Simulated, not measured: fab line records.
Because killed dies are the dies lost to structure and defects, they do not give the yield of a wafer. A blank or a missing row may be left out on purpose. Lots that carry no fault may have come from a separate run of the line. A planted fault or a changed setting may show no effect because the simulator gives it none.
fab line records -- flow sky130
record lots=10, wafers=30, last-day=50
route steps=708 shown METAL4@601 METAL5@676 PASSIVATION@683 PAD_OPEN@708
lots that met no fault: taken from a fault-free run of the same line
start-h: the number of hours between the record's first day and the start of the first shown wafer of the lot -- wait-h: hours elapsed since this lot's preceding step -- " unchanged from the row above -- L1.1+2: several wafers, shown together as one row -- - no value, or no start was given -- * or withheld: withheld -- < > ~ a bound
route shown NAME@n: names a module that has steps shown in the file, with the first one's number in the route -- usual: mean and standard deviation over wafers with no fault -- same: alike in all rows -- chamber/n: place in a boat -- sites: the reading at each site -- _std_site: the values' standard deviation -- _edge_site: the outer-site mean with the inner-site mean subtracted -- radius-mm: for every site, how far away it sits from the centre of the wafer -- mask NAME#n: copy n -- behind: tool/chamber where the wafer was last shaped -- hold: reason for holding the lot/hours on hold/outcome of the hold -- device: which transistor (n, p or np) failed to switch -- end of line: the tests these same wafers got at the end of their route -- a step without rows: its recipe alone -- killed: the dies lost at the first sort to structure and to defects; this is not the yield of the wafer -- map: the dies of a wafer, with x for killed, . for not killed, _ for no die there
set.NAME: the run value of the setting; set.NAME@STEP: its run value at that earlier step -- model.NAME: the simulator's own value behind a step, which no gauge read
route steps across a sampled set of lots; one table per step, one row per wafer
services: a tool's chamber out of use, with start hour (start-h, from the record's first day; less than 0 if before it), hours out, and reason
## steps
# step SKY_METAL4_SPUTTER_03
# recipe material=Ti, target-thk-nm=5, power-w=3000, time-s=3.3, chamber-pressure-pa=0.4
# usual throttle-valve-pct=30.0/0.63
lot.wafer,tool,chamber,start-h,wait-h,throttle-valve-pct
L304.3,pvd-sputter-03,-,939.94,0.0,29.6
L304.4,pvd-sputter-03,-,939.94,0.0,29.7
L304.5,pvd-sputter-03,-,939.94,0.0,30.7
L307.3,pvd-sputter-02,-,962.78,0.0,30.1
L307.5,pvd-sputter-02,-,962.78,0.0,30.5
L307.6,pvd-sputter-02,-,962.78,0.0,30.2
L309.1,pvd-sputter-02,-,982.69,0.0,30.1
L309.4,pvd-sputter-02,-,982.69,0.0,29.1
L309.6,pvd-sputter-02,-,982.69,0.0,29.9
L311.2,pvd-sputter-02,-,992.99,0.0,29.3
L311.3,pvd-sputter-02,-,992.99,0.0,30.1
L311.6,pvd-sputter-02,-,992.99,0.0,30.2
L313.2,pvd-sputter-04,-,1008.80,0.0,29.5
L313.3,pvd-sputter-04,-,1008.80,0.0,29.4
L313.5,pvd-sputter-04,-,1008.80,0.0,29.3
L315.1,pvd-sputter-04,-,1014.03,0.0,31.1
L315.2,pvd-sputter-04,-,1014.03,0.0,28.9
L315.5,pvd-sputter-04,-,1014.03,0.0,30.9
L314.2,pvd-sputter-04,-,1024.95,0.0,29.1
L314.3,pvd-sputter-04,-,1024.95,0.0,31.1
L314.4,pvd-sputter-04,-,1024.95,0.0,30.9
L318.4,pvd-sputter-03,-,1059.90,0.0,29.8
L318.5,pvd-sputter-03,-,1059.90,0.0,29.8
L318.6,pvd-sputter-03,-,1059.90,0.0,30.4
L322.3,pvd-sputter-04,-,1066.68,0.0,29.5
L322.4,pvd-sputter-04,-,1066.68,0.0,29.0
L322.6,pvd-sputter-04,-,1066.68,0.0,29.5
L325.3,pvd-sputter-04,-,1086.16,0.0,29.5
L325.5,pvd-sputter-04,-,1086.16,0.0,29.5
L325.6,pvd-sputter-04,-,1086.16,0.0,29.8
# step SKY_METAL4_DESCUM_15
# recipe chemistry=O2, source-power-w=150, bias-power-w=0, pressure-mtorr=10, temp-c=40, time-s=8
# usual drypump-motor-current-A=5.8/0.38, oes-product-au=1.006/0.019, rf-fwd-power-W=147.4/0.84
# same bias-power-w=0
lot.wafer,tool,chamber,start-h,wait-h,drypump-motor-current-A,oes-product-au,rf-fwd-power-W,rf-hours-counter-h
L304.3,rie-metal-02,1,988.97,0.0,5.7,1.034,147.9,-
L304.4,rie-metal-02,0,988.97,0.0,6.3,1.000,147.3,-
L304.5,rie-metal-02,1,988.97,0.0,5.7,1.024,148.3,-
L307.3,rie-metal-03,0,1011.05,0.0,6.0,1.020,146.6,-
L307.5,rie-metal-03,0,1011.05,0.0,6.0,1.016,146.4,-
L307.6,rie-metal-03,1,1011.05,0.0,5.3,0.989,146.9,-
L309.1,rie-metal-04,1,1029.39,0.0,5.2,0.964,146.2,13
L309.4,rie-metal-04,1,1029.39,0.0,5.2,0.973,146.5,-
L309.6,rie-metal-04,1,1029.39,0.0,5.3,0.975,146.8,-
L311.2,rie-metal-02,0,1039.15,0.0,6.3,0.992,146.7,16
L311.3,rie-metal-02,0,1039.15,0.0,6.3,0.986,147.2,-
L311.6,rie-metal-02,0,1039.15,0.0,6.3,0.989,147.4,-
L313.2,rie-metal-02,0,1054.31,0.0,6.3,0.984,147.8,17
L313.3,rie-metal-02,1,1054.31,0.0,5.7,1.039,148.3,-
L313.5,rie-metal-02,0,1054.31,0.0,6.3,0.996,147.3,-
L315.1,rie-metal-02,0,1060.54,0.0,6.3,0.981,147.0,18
L315.2,rie-metal-02,1,1060.54,0.0,5.7,1.028,148.5,13
L315.5,rie-metal-02,1,1060.54,0.0,5.7,1.042,148.4,-
L314.2,rie-metal-02,1,1069.99,0.0,5.8,1.038,148.2,13
L314.3,rie-metal-02,0,1069.99,0.0,6.3,0.992,146.9,-
L314.4,rie-metal-02,1,1069.99,0.0,5.8,1.041,148.0,-
L318.4,rie-metal-02,1,1102.81,0.0,5.8,1.030,147.6,-
L318.5,rie-metal-02,0,1102.81,0.0,6.3,0.992,147.4,-
L318.6,rie-metal-02,1,1102.81,0.0,5.7,1.036,148.1,-
L322.3,rie-metal-02,0,1108.37,0.0,6.3,1.004,146.5,-
L322.4,rie-metal-02,1,1108.37,0.0,5.7,1.035,148.9,-
L322.6,rie-metal-02,0,1108.37,0.0,6.3,0.995,147.1,-
L325.3,rie-metal-02,0,1126.43,0.0,6.3,0.996,147.0,-
L325.5,rie-metal-02,0,1126.43,0.0,6.3,1.003,146.5,-
L325.6,rie-metal-02,0,1126.43,0.0,6.3,1.004,147.7,-
# step SKY_METAL5_METAL_ETCH_15
# recipe target-depth-a=12600, stop-on=SiO2, over-etch-frac=0.2, time-s=252, chemistry=Cl2/BCl3, resist-sidewall-deg=86, pressure-mtorr=10, icp-w=900, bias-w=48.5, Cl2_flow_sccm=60, bcl3-flow-sccm=30
# usual drypump-motor-current-A=5.8/0.35, oes-product-au=0.895/0.0049, over-etch-frac=0.2/0, rf-fwd-power-W=897.8/2.8, throttle-valve-pct=22.264/0.0089
lot.wafer,tool,chamber,start-h,wait-h,drypump-motor-current-A,oes-product-au,over-etch-frac,rf-fwd-power-W,rf-hours-counter-h,throttle-valve-pct
L304.3,rie-metal-03,1,1037.37,0.1,5.3,0.895,0.2,903.2,-,22.271
L304.4,rie-metal-03,0,1037.37,0.1,6.0,0.895,0.2,898.2,-,22.272
L304.5,rie-metal-03,0,1037.37,0.1,6.0,0.890,0.2,894.1,-,22.270
L307.3,rie-metal-02,0,1058.85,0.1,6.3,0.904,0.2,895.6,-,22.263
L307.5,rie-metal-02,1,1058.85,0.1,5.7,0.892,0.2,894.9,-,22.275
L307.6,rie-metal-02,0,1058.85,0.1,6.3,0.892,0.2,895.2,-,22.256
L309.1,rie-metal-01,1,1076.13,0.0,6.0,0.889,0.2,895.5,19,22.256
L309.4,rie-metal-01,1,1076.13,0.0,6.0,0.898,0.2,901.5,-,22.271
L309.6,rie-metal-01,0,1076.13,0.0,5.3,0.905,0.2,893.0,-,22.261
L311.2,rie-metal-02,0,1085.29,0.0,6.3,0.891,0.2,897.6,19,22.270
L311.3,rie-metal-02,1,1085.29,0.0,5.8,0.895,0.2,902.0,-,22.264
L311.6,rie-metal-02,0,1085.29,0.0,6.3,0.897,0.2,898.3,-,22.267
L313.2,rie-metal-02,0,1099.33,0.0,6.3,0.812,0.41128,896.2,20,22.251
L313.3,rie-metal-02,0,1099.33,0.0,6.3,0.816,0.41128,902.0,-,22.253
L313.5,rie-metal-02,1,1099.33,0.0,5.7,0.822,0.41128,899.4,-,22.246
L315.1,rie-metal-02,0,1105.09,0.0,6.3,0.819,0.41128,900.3,21,22.270
L315.2,rie-metal-02,1,1105.09,0.0,5.7,0.813,0.41128,895.4,16,22.275
L315.5,rie-metal-02,1,1105.09,0.0,5.7,0.823,0.41128,895.9,-,22.281
L314.2,rie-metal-01,1,1113.17,0.0,6.0,0.891,0.2,898.6,22,22.263
L314.3,rie-metal-01,0,1113.17,0.0,5.3,0.895,0.2,896.4,-,22.259
L314.4,rie-metal-01,1,1113.17,0.0,6.0,0.893,0.2,899.2,-,22.266
L318.4,rie-metal-01,0,1144.11,0.1,5.3,0.889,0.2,891.2,-,22.271
L318.5,rie-metal-01,0,1144.11,0.1,5.3,0.893,0.2,897.2,-,22.262
L318.6,rie-metal-01,1,1144.11,0.1,6.0,0.903,0.2,898.3,-,22.263
L322.3,rie-metal-01,1,1149.35,0.1,6.0,0.894,0.2,894.1,-,22.264
L322.4,rie-metal-01,0,1149.35,0.1,5.3,0.902,0.2,894.0,-,22.270
L322.6,rie-metal-01,0,1149.35,0.1,5.3,0.899,0.2,889.5,-,22.271
L325.3,rie-metal-01,0,1165.55,0.1,5.4,0.895,0.2,900.3,-,22.265
L325.5,rie-metal-01,0,1165.55,0.1,5.4,0.893,0.2,900.1,-,22.271
L325.6,rie-metal-01,1,1165.55,0.1,6.0,0.899,0.2,896.2,-,22.268
# step SKY_METAL5_STRIP_16
# recipe chemistry=O2/N2, power-w=1400, pressure-mtorr=1500, platen-temp-c=withheld, o2-flow-sccm=3000, n2-flow-sccm=300, overash-fraction=0.5
# usual drypump-motor-current-A=5.49/0.18, oes-product-au=0.710/0.0045, strip-time-to-endpoint-s=12.99/0.27
lot.wafer,tool,chamber,start-h,wait-h,drypump-motor-current-A,oes-product-au,rf-hours-counter-h,strip-time-to-endpoint-s
L304.3,plasma-asher-02,0,1037.56,0.1,5.48,0.705,-,13.14
L304.4,plasma-asher-02,1,1037.56,0.1,5.54,0.707,-,12.47
L304.5,plasma-asher-02,1,1037.56,0.1,5.54,0.707,-,12.56
L307.3,plasma-asher-02,1,1059.04,0.1,5.50,0.716,-,13.18
L307.5,plasma-asher-02,1,1059.04,0.1,5.51,0.715,-,12.57
L307.6,plasma-asher-02,0,1059.04,0.1,5.45,0.705,-,13.21
L309.1,plasma-asher-01,0,1076.36,0.2,5.48,0.712,66,13.19
L309.4,plasma-asher-01,1,1076.36,0.2,5.22,0.717,-,13.08
L309.6,plasma-asher-01,1,1076.36,0.2,5.25,0.705,-,13.09
L311.2,plasma-asher-01,1,1085.52,0.2,5.23,0.711,67,13.03
L311.3,plasma-asher-01,0,1085.52,0.2,5.48,0.712,-,12.62
L311.6,plasma-asher-01,0,1085.52,0.2,5.46,0.714,-,12.95
L313.2,plasma-asher-02,1,1099.56,0.2,5.49,0.704,94,11.63
L313.3,plasma-asher-02,0,1099.56,0.2,5.48,0.710,-,11.53
L313.5,plasma-asher-02,0,1099.56,0.2,5.50,0.680,-,10.88
L315.1,plasma-asher-01,0,1105.32,0.2,5.47,0.693,68,11.42
L315.2,plasma-asher-01,1,1105.32,0.2,5.21,0.680,68,10.82
L315.5,plasma-asher-01,0,1105.32,0.2,5.48,0.678,-,10.88
L314.2,plasma-asher-03,1,1113.40,0.2,5.96,0.704,5,13.25
L314.3,plasma-asher-03,1,1113.40,0.2,5.96,0.713,-,13.12
L314.4,plasma-asher-03,0,1113.40,0.2,5.43,0.710,-,13.29
L318.4,plasma-asher-02,0,1144.30,0.1,5.47,0.710,-,13.12
L318.5,plasma-asher-02,0,1144.30,0.1,5.47,0.707,-,13.14
L318.6,plasma-asher-02,1,1144.30,0.1,5.54,0.718,-,13.35
L322.3,plasma-asher-02,1,1149.54,0.1,5.51,0.700,-,13.32
L322.4,plasma-asher-02,0,1149.54,0.1,5.47,0.713,-,13.15
L322.6,plasma-asher-02,0,1149.54,0.1,5.50,0.705,-,13.10
L325.3,plasma-asher-03,1,1165.74,0.1,5.94,0.706,-,13.07
L325.5,plasma-asher-03,0,1165.74,0.1,5.43,0.712,-,13.07
L325.6,plasma-asher-03,1,1165.74,0.1,5.95,0.709,-,13.43
# step SKY_PASSIVATION_CVD_02
# recipe material=Si3N4, target-thk-nm=540, temp-c=400, time-s=withheld, rf-w=450
# usual heater-power-w=728/81, rf-fwd-power-W=449.1/1.2
lot.wafer,tool,chamber,start-h,wait-h,heater-power-w,rf-fwd-power-W
L304.3,pecvd-01,0,1038.48,0.0,837,448.6
L304.4,pecvd-01,0,1038.48,0.0,837,450.0
L304.5,pecvd-01,2,1038.48,0.0,751,451.2
L307.3,pecvd-03,0,1059.76,0.0,687,449.5
L307.5,pecvd-03,1,1059.76,0.0,560,449.3
L307.6,pecvd-03,0,1059.76,0.0,708,448.9
L309.1,pecvd-01,0,1077.04,0.1,799,448.9
L309.4,pecvd-01,2,1077.04,0.1,762,450.8
L309.6,pecvd-01,1,1077.04,0.1,754,450.3
L311.2,pecvd-02,1,1086.71,0.0,606,450.2
L311.3,pecvd-02,2,1086.71,0.0,782,447.2
L311.6,pecvd-02,1,1086.71,0.0,637,448.6
L313.2,pecvd-02,2,1100.27,0.0,847,453.0
L313.3,pecvd-02,1,1100.27,0.0,588,449.1
L313.5,pecvd-02,0,1100.27,0.0,730,451.5
L315.1,pecvd-02,2,1106.00,0.1,771,449.4
L315.2,pecvd-02,1,1106.00,0.1,627,448.6
L315.5,pecvd-02,1,1106.00,0.1,639,449.5
L314.2,pecvd-03,0,1114.12,0.0,739,448.0
L314.3,pecvd-03,1,1114.12,0.0,679,448.2
L314.4,pecvd-03,1,1114.12,0.0,680,448.1
L318.4,pecvd-03,2,1145.10,0.1,785,448.4
L318.5,pecvd-03,1,1145.10,0.1,620,450.2
L318.6,pecvd-03,0,1145.10,0.1,700,450.3
L322.3,pecvd-01,1,1150.18,0.0,797,449.5
L322.4,pecvd-01,1,1150.18,0.0,626,451.2
L322.6,pecvd-01,0,1150.18,0.0,828,451.8
L325.3,pecvd-03,2,1166.38,0.0,809,446.9
L325.5,pecvd-03,2,1166.38,0.0,833,449.2
L325.6,pecvd-03,0,1166.38,0.0,751,449.8
# step SKY_PAD_OPEN_PROBE_99
# usual defect-limited-yield=82.6/1.8, killed_at_M0_to_M3=44/6.9, killed_at_M4_up=3.2/1.8, killed-at-contacts=23/5.2, killed-at-front-end=15/4.5, killed-at-other=0.3/0.56, killed-dies=85/8.8, killed-open=47/6.7, killed-short=39/6.4, sort_bin_3_pad_short=0.8/0.4, sort_bin_5_function=10.2/1.3, sort_bin_6_memory=6.4/1.1, sort-n-pass=407/8.8, sort-yield-pct=82.6/1.8
# same gross-dies=492, killed-at-back-side=0, sort_bin_4_leakage[%]=0, sort_bin_8_speed[%]=0
lot.wafer,tool,chamber,start-h,wait-h,defect-limited-yield[%],killed_at_M0_to_M3,killed_at_M4_up,killed-at-contacts,killed-at-front-end,killed-at-other,killed-dies,killed-open,killed-short,sort_bin_3_pad_short[%],sort_bin_5_function[%],sort_bin_6_memory[%],sort-n-pass,sort-yield-pct[%]
L314.2,prober-01,-,1154.62,0.1,81.9,45,5,21,17,1,89,53,36,0.8,11.6,5.7,403,81.9
L314.3,prober-01,-,1154.67,0.2,85.0,40,2,17,15,0,74,45,29,0.4,8.5,6.1,418,85.0
L314.4,prober-01,-,1154.72,0.2,81.5,44,8,21,18,0,91,45,46,0.6,10.2,7.7,401,81.5
# killed by level:class
L314.2 VIA1:geometric-particle:open=16 CONTACT:geometric-particle:open=9 VIA3:geometric-particle:open=7 VIA1:geometric-particle:short=6 LI_CONTACT:geometric-particle:open=5 METAL4:geometric-particle:short=5 FIELD_ISO:geometric-particle:short=4 FIELD_ISO:geometric-particle:open=4
L314.3 LI_CONTACT:geometric-particle:open=9 VIA1:geometric-particle:open=9 VIA3:geometric-particle:open=8 VIA2:geometric-particle:open=6 POLY_GATE:geometric-particle:short=4 CONTACT:geometric-particle:open=4 VIA3:geometric-particle:short=4 FIELD_ISO:geometric-particle:open=3
L314.4 VIA1:geometric-particle:open=11 CONTACT:geometric-particle:open=11 FIELD_ISO:geometric-particle:short=6 METAL4:geometric-particle:short=6 VIA2:geometric-particle:short=5 METAL2:geometric-particle:short=5 METAL3:geometric-particle:short=5 POLY_GATE:geometric-particle:open=4
## services
tool,chamber,start-h,hours,kind
pecvd-03,-,928.16,15.5,repair
pecvd-02,0,939.96,22.8,repair
pecvd-01,0,974.87,8.4,repair
rie-metal-02,-,978.75,0.7,repair
pvd-sputter-04,-,980.05,17.3,repair
pecvd-02,1,997.52,2.4,repair
plasma-asher-02,-,1002.51,3.8,repair
pecvd-03,2,1013.44,9.0,repair
pecvd-02,-,1016.24,1.8,repair
pecvd-02,-,1045.68,2.8,pm
plasma-asher-01,-,1058.63,2.8,pm
rie-metal-01,0,1083.61,14.5,repair
pecvd-01,-,1085.72,6.0,pm
pvd-sputter-04,-,1086.86,5.1,repair
plasma-asher-01,-,1108.66,0.7,repair
plasma-asher-01,-,1111.93,3.3,repair
rie-metal-02,1,1113.41,20.3,repair
pecvd-01,-,1117.57,28.1,pm
pvd-sputter-04,-,1118.34,0.7,repair
rie-metal-01,1,1123.34,4.0,repair
pvd-sputter-02,-,1131.65,2.2,repair
plasma-asher-01,-,1136.44,8.2,repair
pvd-sputter-02,-,1146.60,2.0,repair
pecvd-03,-,1153.19,1.6,repair
## key
first-sign step=SKY_METAL5_METAL_ETCH_15, reading=over-etch-frac, direction=up, sigmas=99+, usual=0.2, struck=0.41128
effect step=SKY_METAL5_METAL_ETCH_15, reading=oes-product-au, direction=down, sigmas=16, usual=0.895, struck=0.817
effect step=SKY_METAL5_STRIP_16, reading=strip-time-to-endpoint-s, direction=down, sigmas=6.7, usual=*, struck=*
met-at SKY_METAL5_METAL_ETCH_15
struck-lots L313,L315
not-acting-at SKY_METAL4_SPUTTER_03,SKY_METAL4_DESCUM_15,SKY_PASSIVATION_CVD_02
onset-between 1085.29 1099.33
fault kind=process-parameter-drift, tool=rie-metal-02, chamber=-, onset-h=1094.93, steps=SKY_METAL5_METAL_ETCH_15, channel=over-etch-frac, offset=0.21128, shape=step, end-h=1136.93, acts-in=these-recipes-only, stated=0.2
